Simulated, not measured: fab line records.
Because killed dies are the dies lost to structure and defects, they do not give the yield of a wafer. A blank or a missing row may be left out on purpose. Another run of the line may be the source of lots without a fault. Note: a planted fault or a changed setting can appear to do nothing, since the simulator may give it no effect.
The tool behind it: which one? :: flow gf180mcu :: 42 wafers from 14 lots sampled at 2 of the route's 602 steps

## WHAT THE GAUGES READ, wafer by wafer
GF_V2_THK_MEAS_01.
lot: L566
measured: day 19 04:06
on: filmMetro-01
V2_CVD_00_THK (nm): 609 598 599

lot: L567
measured: day 19 16:28
on: filmMetro-04
V2_CVD_00_THK (nm): 597 603 599

lot: L572
measured: day 21 09:39
on: filmMetro-02
V2_CVD_00_THK (nm): 595 606 605

lot: L577
measured: day 23 08:20
on: filmMetro-04
V2_CVD_00_THK (nm): 595 596 599

lot: L578
measured: day 23 22:45
on: filmMetro-01
V2_CVD_00_THK (nm): 608 606 604

lot: L579
measured: day 24 02:45
on: filmMetro-01
V2_CVD_00_THK (nm): 594 592 594

lot: L580
measured: day 24 10:03
on: filmMetro-02
V2_CVD_00_THK (nm): 608 599 609

lot: L581
measured: day 24 15:27
on: filmMetro-04
V2_CVD_00_THK (nm): 595 606 604

lot: L582
measured: day 24 22:55
on: filmMetro-04
V2_CVD_00_THK (nm): 604 606 611

lot: L583
measured: day 25 04:20
on: filmMetro-02
V2_CVD_00_THK (nm): 603 600 596

lot: L584
measured: day 25 14:03
on: filmMetro-04
V2_CVD_00_THK (nm): 600 596 597

lot: L586
measured: day 26 08:25
on: filmMetro-02
V2_CVD_00_THK (nm): 607 603 603

lot: L587
measured: day 26 14:33
on: filmMetro-04
V2_CVD_00_THK (nm): 603 590 601

lot: L589
measured: day 27 02:52
on: filmMetro-04
V2_CVD_00_THK (nm): 601 605 591

GF_V2_BOW_MEAS_05.
lot: L566
measured: day 19 04:35
on: filmMetro-01
V2_BOW (um): 94 100 97

lot: L567
measured: day 19 16:58
on: filmMetro-04
V2_BOW (um): 102 110 100

lot: L572
measured: day 21 10:12
on: filmMetro-02
V2_BOW (um): 111 112 131

lot: L577
measured: day 23 08:50
on: filmMetro-04
V2_BOW (um): 121 98 99

lot: L578
measured: day 23 23:14
on: filmMetro-02
V2_BOW (um): 93 87 92

lot: L579
measured: day 24 03:14
on: filmMetro-04
V2_BOW (um): 103 99 104

lot: L580
measured: day 24 10:32
on: filmMetro-02
V2_BOW (um): 101 103 105

lot: L581
measured: day 24 15:56
on: filmMetro-01
V2_BOW (um): 86 98 90

lot: L582
measured: day 24 23:25
on: filmMetro-04
V2_BOW (um): 96 91 98

lot: L583
measured: day 25 04:53
on: filmMetro-04
V2_BOW (um): 83 102 99

lot: L584
measured: day 25 14:32
on: filmMetro-02
V2_BOW (um): 101 99 95

lot: L586
measured: day 26 08:54
on: filmMetro-02
V2_BOW (um): 98 89 99

lot: L587
measured: day 26 15:02
on: filmMetro-04
V2_BOW (um): 105 107 109

lot: L589
measured: day 27 03:23
on: filmMetro-02
V2_BOW (um): 98 94 103

## TOOL THAT RAN EACH LOT (tool first, then ch and the chambers of the sampled wafers, then the start)
Record: no process step prior to these readings.

## WHAT THE TOOLS THEMSELVES READ (means of the sampled wafers that have a number; where no wafer has one, the mark that the record gives instead)
The record holds no such reading with a usual standard deviation.

## THE ANSWER, worked out from the rows above alone
Rule: usual is defined by the lots themselves. The widest of any qualifying gaps counts: lots, ordered by their means at a reading, are off when they make up no more than a third of the lots, leave a main group of 4 or more, and stand apart from it by 3 or more times the standard deviation of that group's means. A main group whose means are all the same, to the digits that the tables above print for the reading, isn't used. A lot without any number at a reading at which 4 lots or more have one is off too. Where the step has rows for the other lots, those lots are counted as sound. The gauges are gone through in route order, then the tools' own readings, and for those a lot's mean is taken as printed above. At the first step where some lot is off, the reading lying furthest off is the one used; lots without a number count as furthest.
Nothing can be told from this: no lot is off at any reading shown.

## WHAT WAS PUT IN BY THE SIMULATOR
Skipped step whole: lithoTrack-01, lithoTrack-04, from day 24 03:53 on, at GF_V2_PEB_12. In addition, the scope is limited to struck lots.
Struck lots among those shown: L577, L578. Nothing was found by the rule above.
